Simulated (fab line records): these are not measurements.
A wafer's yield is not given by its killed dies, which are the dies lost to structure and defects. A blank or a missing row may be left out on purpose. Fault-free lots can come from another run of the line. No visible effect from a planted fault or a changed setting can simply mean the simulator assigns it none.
fab line records | flow sky130
record lots=6 | wafers=18 | last-day=50
route steps=708 shown VT_ADJUST_LVTN@113 VT_ADJUST_NCORE@119 PAD_OPEN@708
lots that met no fault: from a run of the same line without faults
start-h: hours from the record's first day to the start of the lot's first wafer shown | wait-h: hours since the lot's step before | " same as the row above | L1.1+2: a single row standing in for several wafers | - no value, or no start was given | * or withheld: withheld | < > ~ a bound
route shown NAME@n: names a module that has steps shown in the file, with the first one's number in the route | usual: mean/standard deviation taken from wafers without a fault | same: alike in all rows | chamber/n: place in a boat | sites: readings site by site | _std_site: standard deviation of those values | _edge_site: mean of outer sites minus mean of inner sites | radius-mm: for every site, how far away it sits from the centre of the wafer | mask NAME#n: copy n | behind: the most recent tool/chamber to have shaped the wafer | hold: what put the lot on hold/how long, in hours/how the hold closed | device: the transistor (n, p or np) that didn't switch | end of line: at the end of the route, the tests of the same wafers | a step without rows: its recipe alone | killed: dies that structure and defects cost at the first sort, which is not the same as the wafer's yield | map: per-die view of a wafer (x killed, . not killed, _ where there is no die)
set.NAME: the run value of the setting; set.NAME@STEP: its run value at that earlier step | model.NAME: the simulator's own value behind a step, which no gauge read
certain route steps with their lots: each step a table, each wafer a row
services: from which hour (start-h, from the record's first day; less than 0 if before it) a tool's chamber was out of use, for how many hours, and why
## steps
# step SKY_VT_ADJUST_LVTN_PEB_16
# recipe temp-c=withheld | time-s=* | resist=NOVOLAK
# step SKY_VT_ADJUST_LVTN_DEVELOP_17
# recipe resist=NOVOLAK | developer=TMAH | develop-time-s=60 | dev-temp-c=23
# step SKY_VT_ADJUST_LVTN_OVL_MEAS_18
# usual VT_ADJUST_LVTN_01_OVL=-0.1/1.4
lot.wafer | tool       | chamber | start-h | wait-h | VT_ADJUST_LVTN_01_OVL[nm]
L674.2    | overlay-02 | -       | 203.88  | 0.1    | -2.2
L674.5    | "          | -       | "       | "      | -2.9
L674.6    | "          | -       | "       | "      | -2.4
L675.2    | overlay-02 | -       | 209.68  | 0.1    | -1.4
L675.3    | "          | -       | "       | "      | -0.5
L675.5    | "          | -       | "       | "      | -4.0
L676.1    | overlay-01 | -       | 216.88  | 0.1    | 0.8
L676.4    | "          | -       | "       | "      | 0.6
L676.6    | "          | -       | "       | "      | 0.0
L687.1    | overlay-01 | -       | 287.47  | 0.1    | 0.2
L687.4    | "          | -       | "       | "      | 0.6
L687.5    | "          | -       | "       | "      | 1.0
L689.1    | overlay-01 | -       | 310.02  | 0.1    | -0.2
L689.4    | "          | -       | "       | "      | -0.6
L689.5    | "          | -       | "       | "      | 0.5
L691.1    | overlay-01 | -       | 324.02  | 0.1    | -1.8
L691.5    | "          | -       | "       | "      | -1.3
L691.6    | "          | -       | "       | "      | -2.1
# step SKY_VT_ADJUST_LVTN_IMPLANT_19
# recipe species=B | energy-kev=30 | dose-cm2=6.5e+11 | tilt-deg=withheld
# step SKY_VT_ADJUST_LVTN_STRIP_20
# recipe chemistry=O2/N2 | power-w=1400 | pressure-mtorr=1500 | platen-temp-c=withheld | o2-flow-sccm=3000 | n2-flow-sccm=300 | overash-fraction=0.5
# usual drypump-motor-current-A=5.3/0.44 | oes-product-au=0.716/0.0045 | strip-time-to-endpoint-s=14.18/0.038
lot.wafer | tool            | chamber | start-h | wait-h | drypump-motor-current-A | oes-product-au | rf-hours-counter-h | strip-time-to-endpoint-s
L674.2    | plasma-asher-01 | 1       | 204.06  | 0.1    | 5.1                     | 0.714          | 52                 | 14.17
L674.5    | "               | 0       | "       | "      | 4.9                     | 0.708          | -                  | 14.20
L674.6    | "               | 1       | "       | "      | 5.1                     | 0.707          | -                  | 14.23
L675.2    | plasma-asher-04 | 1       | 209.86  | 0.1    | 4.7                     | 0.709          | 9                  | 14.14
L675.3    | "               | 1       | "       | "      | 4.7                     | 0.716          | -                  | 14.14
L675.5    | "               | 1       | "       | "      | 4.7                     | 0.718          | -                  | 14.13
L676.1    | plasma-asher-04 | 0       | 217.07  | 0.1    | 6.0                     | 0.721          | 10                 | 14.22
L676.4    | "               | 1       | "       | "      | 4.7                     | 0.724          | -                  | 14.21
L676.6    | "               | 1       | "       | "      | 4.7                     | 0.713          | -                  | 14.18
L687.1    | plasma-asher-03 | 1       | 287.66  | 0.1    | 5.3                     | 0.711          | 47                 | 14.16
L687.4    | "               | 0       | "       | "      | 5.5                     | 0.705          | -                  | 14.20
L687.5    | "               | 0       | "       | "      | 5.5                     | 0.719          | -                  | 14.20
L689.1    | plasma-asher-04 | 1       | 310.21  | 0.1    | 4.7                     | 0.711          | 20                 | 14.10
L689.4    | "               | 0       | "       | "      | 5.9                     | 0.709          | -                  | 14.14
L689.5    | "               | 1       | "       | "      | 4.7                     | 0.716          | -                  | 14.10
L691.1    | plasma-asher-01 | 1       | 324.21  | 0.1    | 5.1                     | 0.714          | 63                 | 14.19
L691.5    | "               | 1       | "       | "      | 5.1                     | 0.704          | -                  | 14.17
L691.6    | "               | 0       | "       | "      | 4.9                     | 0.716          | -                  | 14.16
# step SKY_VT_ADJUST_LVTN_TW_MEAS_21
# usual VT_ADJUST_LVTN_2_TW=187.5/0.89
lot.wafer | tool          | chamber | start-h | wait-h | VT_ADJUST_LVTN_2_TW
L674.2    | film-metro-04 | -       | 204.17  | 0.1    | 186.8
L674.5    | "             | -       | "       | "      | 187.5
L674.6    | "             | -       | "       | "      | 188.1
L675.2    | film-metro-01 | -       | 209.97  | 0.1    | 186.0
L675.3    | "             | -       | "       | "      | 187.1
L675.5    | "             | -       | "       | "      | 187.4
L676.1    | film-metro-01 | -       | 217.17  | 0.1    | 186.2
L676.4    | "             | -       | "       | "      | 186.2
L676.6    | "             | -       | "       | "      | 186.3
L687.1    | film-metro-01 | -       | 287.76  | 0.1    | 187.7
L687.4    | "             | -       | "       | "      | 187.3
L687.5    | "             | -       | "       | "      | 187.4
L689.1    | film-metro-02 | -       | 310.31  | 0.1    | 188.8
L689.4    | "             | -       | "       | "      | 188.9
L689.5    | "             | -       | "       | "      | 189.3
L691.1    | film-metro-01 | -       | 324.31  | 0.1    | 186.4
L691.5    | "             | -       | "       | "      | 186.3
L691.6    | "             | -       | "       | "      | 187.7
# step SKY_VT_ADJUST_NCORE_DEHYDRATE_00
# recipe temp-c=200 | time-s=60
# step SKY_VT_ADJUST_NCORE_HMDS_01
# recipe prime-time-s=60 | prime-temp-c=120
# step SKY_VT_ADJUST_NCORE_COAT_02
# recipe resist=NOVOLAK | spin-rpm=3000 | resist-thk-nm=1140
# step SKY_VT_ADJUST_NCORE_SOFTBAKE_03
# recipe temp-c=90 | time-s=60 | resist=NOVOLAK
# step SKY_VT_ADJUST_NCORE_EXPOSE_04
# recipe mask-id=LVTN_COMPLEMENT_THIN | na=0.6 | source-shape=conventional | sigma-outer=0.6 | polarization=unpolarized | target-cd-nm=380 | dose-mj=139
# step SKY_VT_ADJUST_NCORE_PEB_05
# recipe temp-c=withheld | time-s=* | resist=NOVOLAK
# step SKY_VT_ADJUST_NCORE_DEVELOP_06
# recipe resist=NOVOLAK | developer=TMAH | develop-time-s=60 | dev-temp-c=23
# usual developer-temp-C=23.01/0.095
lot.wafer | tool           | chamber | start-h | wait-h | developer-temp-C
L674.2    | litho-track-02 | 0       | 226.38  | 0.1    | 22.93
L674.5    | "              | 0       | "       | "      | 23.06
L674.6    | "              | 0       | "       | "      | 23.09
L675.2    | litho-track-02 | 0       | 232.78  | 0.1    | 22.94
L675.3    | "              | 0       | "       | "      | 22.96
L675.5    | "              | 0       | "       | "      | 22.96
L676.1    | litho-track-03 | 0       | 239.08  | 0.1    | 23.07
L676.4    | "              | 0       | "       | "      | 23.00
L676.6    | "              | 0       | "       | "      | 23.04
L687.1    | litho-track-02 | 0       | 312.26  | 0.1    | 23.77
L687.4    | "              | 0       | "       | "      | 23.78
L687.5    | "              | 0       | "       | "      | 23.78
L689.1    | litho-track-03 | 0       | 336.93  | 0.1    | 22.88
L689.4    | "              | 0       | "       | "      | 22.96
L689.5    | "              | 0       | "       | "      | 22.91
L691.1    | litho-track-02 | 0       | 351.46  | 0.1    | 23.79
L691.5    | "              | 0       | "       | "      | 23.74
L691.6    | "              | 0       | "       | "      | 23.83
# step SKY_VT_ADJUST_NCORE_CD_MEAS_07
# recipe target-cd-nm=380
# usual cd-nm=379.4/2.3
lot.wafer | tool      | chamber | start-h | wait-h | cd-nm
L674.2    | cd-sem-02 | -       | 226.53  | 0.1    | 380.3
L674.5    | "         | -       | "       | "      | 380.7
L674.6    | "         | -       | "       | "      | 382.5
L675.2    | cd-sem-02 | -       | 232.93  | 0.1    | 379.7
L675.3    | "         | -       | "       | "      | 382.2
L675.5    | "         | -       | "       | "      | 382.2
L676.1    | cd-sem-01 | -       | 239.23  | 0.1    | 383.5
L676.4    | "         | -       | "       | "      | 383.5
L676.6    | "         | -       | "       | "      | 382.1
L687.1    | cd-sem-02 | -       | 312.41  | 0.1    | 381.1
L687.4    | "         | -       | "       | "      | 380.0
L687.5    | "         | -       | "       | "      | 377.3
L689.1    | cd-sem-02 | -       | 337.08  | 0.1    | 381.8
L689.4    | "         | -       | "       | "      | 382.1
L689.5    | "         | -       | "       | "      | 382.7
L691.1    | cd-sem-01 | -       | 351.61  | 0.1    | 376.5
L691.5    | "         | -       | "       | "      | 379.5
L691.6    | "         | -       | "       | "      | 378.7
# step SKY_PAD_OPEN_PROBE_99
# usual killed_at_M0_to_M3=43/7.1 | killed_at_M4_up=3.1/1.7 | killed-at-contacts=23/5.1 | killed-at-front-end=14/4.4 | killed-at-other=0.3/0.47 | killed-dies=84/9.9 | killed-open=45/6.6 | killed-short=38/6.8
# same gross-dies=492 | killed-at-back-side=0
lot.wafer | tool      | chamber | start-h | wait-h | killed_at_M0_to_M3 | killed_at_M4_up | killed-at-contacts | killed-at-front-end | killed-at-other | killed-dies | killed-open | killed-short
L674.2    | prober-02 | -       | 1120.66 | 0.1    | 44                 | 4               | 21                 | 14                  | 0               | 83          | 48          | 35
L674.5    | prober-02 | -       | 1120.81 | 0.2    | 29                 | 6               | 33                 | 18                  | 1               | 87          | 45          | 42
L674.6    | prober-02 | -       | 1120.86 | 0.2    | 38                 | 3               | 16                 | 18                  | 1               | 76          | 44          | 32
L675.2    | prober-01 | -       | 1122.33 | 0.1    | 41                 | 7               | 26                 | 14                  | 0               | 88          | 47          | 41
L675.3    | prober-01 | -       | 1122.38 | 0.2    | 54                 | 3               | 32                 | 16                  | 0               | 105         | 53          | 52
L675.5    | prober-01 | -       | 1122.48 | 0.2    | 45                 | 2               | 19                 | 12                  | 2               | 80          | 44          | 36
L676.1    | prober-01 | -       | 1126.54 | 0.1    | 45                 | 1               | 16                 | 17                  | 0               | 79          | 41          | 38
L676.4    | prober-01 | -       | 1126.69 | 0.2    | 44                 | 4               | 23                 | 19                  | 1               | 91          | 51          | 40
L676.6    | prober-01 | -       | 1126.79 | 0.2    | 39                 | 2               | 27                 | 13                  | 0               | 81          | 37          | 44
L687.1    | prober-02 | -       | 1179.59 | 0.1    | 43                 | 5               | 31                 | 9                   | 1               | 89          | 50          | 39
L687.4    | prober-02 | -       | 1179.74 | 0.2    | 41                 | 4               | 21                 | 8                   | 0               | 74          | 46          | 28
L687.5    | prober-02 | -       | 1179.79 | 0.2    | 30                 | 2               | 21                 | 10                  | 0               | 63          | 42          | 21
L689.1    | prober-02 | -       | 1197.27 | 0.1    | 44                 | 6               | 19                 | 9                   | 1               | 79          | 42          | 37
L689.4    | prober-02 | -       | 1197.42 | 0.2    | 36                 | 1               | 14                 | 20                  | 0               | 71          | 35          | 36
L689.5    | prober-02 | -       | 1197.47 | 0.2    | 44                 | 3               | 22                 | 18                  | 0               | 87          | 59          | 28
L691.1    | prober-02 | -       | 1202.99 | 0.1    | 35                 | 1               | 23                 | 11                  | 0               | 70          | 36          | 34
L691.5    | prober-02 | -       | 1203.19 | 0.2    | 46                 | 4               | 20                 | 13                  | 0               | 83          | 46          | 37
L691.6    | prober-02 | -       | 1203.24 | 0.2    | 34                 | 1               | 28                 | 15                  | 0               | 78          | 45          | 33
# killed by level:class
L674.2 LI_CONTACT:geometric-particle:open=9 VIA1:geometric-particle:open=9 VIA2:geometric-particle:open=8 FIELD_ISO:geometric-particle:open=6 METAL1:geometric-particle:short=6 VIA3:geometric-particle:open=6 METAL2:geometric-particle:short=5 CONTACT:geometric-particle:short=4
L674.5 CONTACT:geometric-particle:open=14 LI_CONTACT:geometric-particle:open=8 VIA1:geometric-particle:open=7 POLY_GATE:geometric-particle:short=6 LOCAL_INTERCONNECT:geometric-particle:short=5 FIELD_ISO:geometric-particle:short=4 POLY_GATE:geometric-particle:open=4 METAL1:geometric-particle:short=4
L674.6 VIA1:geometric-particle:open=11 CONTACT:geometric-particle:open=7 METAL2:geometric-particle:short=7 LI_CONTACT:geometric-particle:open=6 FIELD_ISO:geometric-particle:open=5 POLY_GATE:geometric-particle:open=5 POLY_GATE:geometric-particle:short=4 VIA3:geometric-particle:open=4
L675.2 VIA1:geometric-particle:open=9 LI_CONTACT:geometric-particle:open=7 VIA2:geometric-particle:open=7 CONTACT:geometric-particle:open=6 METAL4:geometric-particle:short=5 LI_CONTACT:geometric-particle:short=5 LOCAL_INTERCONNECT:geometric-particle:short=5 FIELD_ISO:geometric-particle:open=4
L675.3 CONTACT:geometric-particle:open=13 VIA1:geometric-particle:open=9 METAL1:geometric-particle:short=8 CONTACT:geometric-particle:short=7 VIA2:geometric-particle:short=6 VIA3:geometric-particle:open=6 POLY_GATE:geometric-particle:open=5 LI_CONTACT:geometric-particle:open=5
L675.5 VIA1:geometric-particle:open=10 CONTACT:geometric-particle:open=8 VIA3:geometric-particle:open=8 CONTACT:geometric-particle:short=6 VIA2:geometric-particle:open=6 VIA1:geometric-particle:short=5 METAL3:geometric-particle:short=3 METAL1:geometric-particle:open=3
L676.1 VIA1:geometric-particle:open=15 METAL2:geometric-particle:short=8 FIELD_ISO:geometric-particle:short=7 FIELD_ISO:geometric-particle:open=6 CONTACT:geometric-particle:open=6 METAL1:geometric-particle:short=5 VIA1:geometric-particle:short=5 LI_CONTACT:geometric-particle:open=4
L676.4 VIA2:geometric-particle:open=10 CONTACT:geometric-particle:open=9 VIA1:geometric-particle:open=8 VIA1:geometric-particle:short=6 POLY_GATE:geometric-particle:open=5 LI_CONTACT:geometric-particle:open=5 VIA3:geometric-particle:open=5 FIELD_ISO:geometric-particle:short=4
L676.6 VIA1:geometric-particle:open=11 CONTACT:geometric-particle:short=10 CONTACT:geometric-particle:open=9 METAL2:geometric-particle:short=7 FIELD_ISO:geometric-particle:short=4 METAL1:geometric-particle:short=4 VIA2:geometric-particle:open=4 POLY_GATE:geometric-particle:open=3
L687.1 CONTACT:geometric-particle:open=13 VIA1:geometric-particle:open=13 VIA1:geometric-particle:short=11 LI_CONTACT:geometric-particle:open=8 METAL1:geometric-particle:short=5 CONTACT:geometric-particle:short=5 VIA2:geometric-particle:open=4 METAL3:geometric-particle:short=4
L687.4 VIA1:geometric-particle:open=19 CONTACT:geometric-particle:open=9 VIA3:geometric-particle:open=5 LI_CONTACT:geometric-particle:open=5 CONTACT:geometric-particle:short=5 METAL1:geometric-particle:short=4 FIELD_ISO:geometric-particle:short=3 VIA1:geometric-particle:short=3
L687.5 VIA1:geometric-particle:open=10 LI_CONTACT:geometric-particle:open=9 CONTACT:geometric-particle:open=5 VIA3:geometric-particle:open=5 CONTACT:geometric-particle:short=4 VIA2:geometric-particle:open=4 SPACER:geometric-particle:open=3 METAL2:geometric-particle:short=3
L689.1 VIA1:geometric-particle:open=14 VIA2:geometric-particle:open=8 CONTACT:geometric-particle:open=6 VIA1:geometric-particle:short=6 CONTACT:geometric-particle:short=5 FIELD_ISO:geometric-particle:open=4 METAL4:geometric-particle:short=4 METAL1:geometric-particle:short=4
L689.4 VIA1:geometric-particle:short=7 VIA1:geometric-particle:open=7 FIELD_ISO:geometric-particle:short=5 FIELD_ISO:geometric-particle:open=5 CONTACT:geometric-particle:open=5 VIA3:geometric-particle:open=4 POLY_GATE:geometric-particle:open=4 LI_CONTACT:geometric-particle:open=4
L689.5 VIA1:geometric-particle:open=14 VIA3:geometric-particle:open=7 CONTACT:geometric-particle:open=7 VIA2:geometric-particle:open=7 FIELD_ISO:geometric-particle:open=6 LI_CONTACT:geometric-particle:open=6 POLY_GATE:geometric-particle:short=5 LOCAL_INTERCONNECT:geometric-particle:short=5
L691.1 LI_CONTACT:geometric-particle:open=8 VIA2:geometric-particle:open=7 CONTACT:geometric-particle:open=6 LOCAL_INTERCONNECT:geometric-particle:short=5 METAL1:geometric-particle:short=5 VIA1:geometric-particle:open=5 VIA1:geometric-particle:short=4 POLY_GATE:geometric-particle:short=3
L691.5 VIA1:geometric-particle:open=15 CONTACT:geometric-particle:open=7 METAL2:geometric-particle:short=7 FIELD_ISO:geometric-particle:open=5 CONTACT:geometric-particle:short=5 METAL1:geometric-particle:short=4 LI_CONTACT:geometric-particle:open=4 LOCAL_INTERCONNECT:geometric-particle:short=4
L691.6 LI_CONTACT:geometric-particle:open=10 CONTACT:geometric-particle:open=8 VIA1:geometric-particle:open=7 METAL1:geometric-particle:short=7 VIA2:geometric-particle:open=7 LI_CONTACT:geometric-particle:short=5 FIELD_ISO:geometric-particle:open=4 VIA3:geometric-particle:open=4
## services
tool            | chamber | start-h | hours | kind
plasma-asher-01 | -       | 253.97  | 2.3   | repair
plasma-asher-04 | -       | 334.51  | 3.2   | repair
plasma-asher-03 | -       | 335.24  | 3.8   | repair
plasma-asher-04 | -       | 345.64  | 1.3   | repair
## key
first-sign step=SKY_VT_ADJUST_NCORE_DEVELOP_06 | reading=developer-temp-C | direction=up | sigmas=8.1 | usual=* | struck=*
effect none on later readings
met-at SKY_VT_ADJUST_NCORE_DEVELOP_06
struck-wafers L687.1,L687.4,L687.5,L691.1,L691.5,L691.6
tester-left-out L687,L691
loop-trim step=SKY_VT_ADJUST_NCORE_EXPOSE_04 | setting=dose | lots=L691
onset-between 232.78 312.26
fault kind=process-parameter-drift | tool=litho-track-02 | chamber=- | onset-h=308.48 | steps=SKY_VT_ADJUST_NCORE_DEVELOP_06 | channel=dev-temp-c | offset=* | shape=step | end-h=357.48 | acts-in=* | stated=*
# tester-left-out: of these lots the tester's yield and bins aren't shown, on N5 and GAA mostly nor the transistor test; their killed dies are dies lost to structure and defects alone, not to doping, threshold or leakage, so they don't give the yield
# loop-trim: a control loop set the setting to another value than it would have without faults
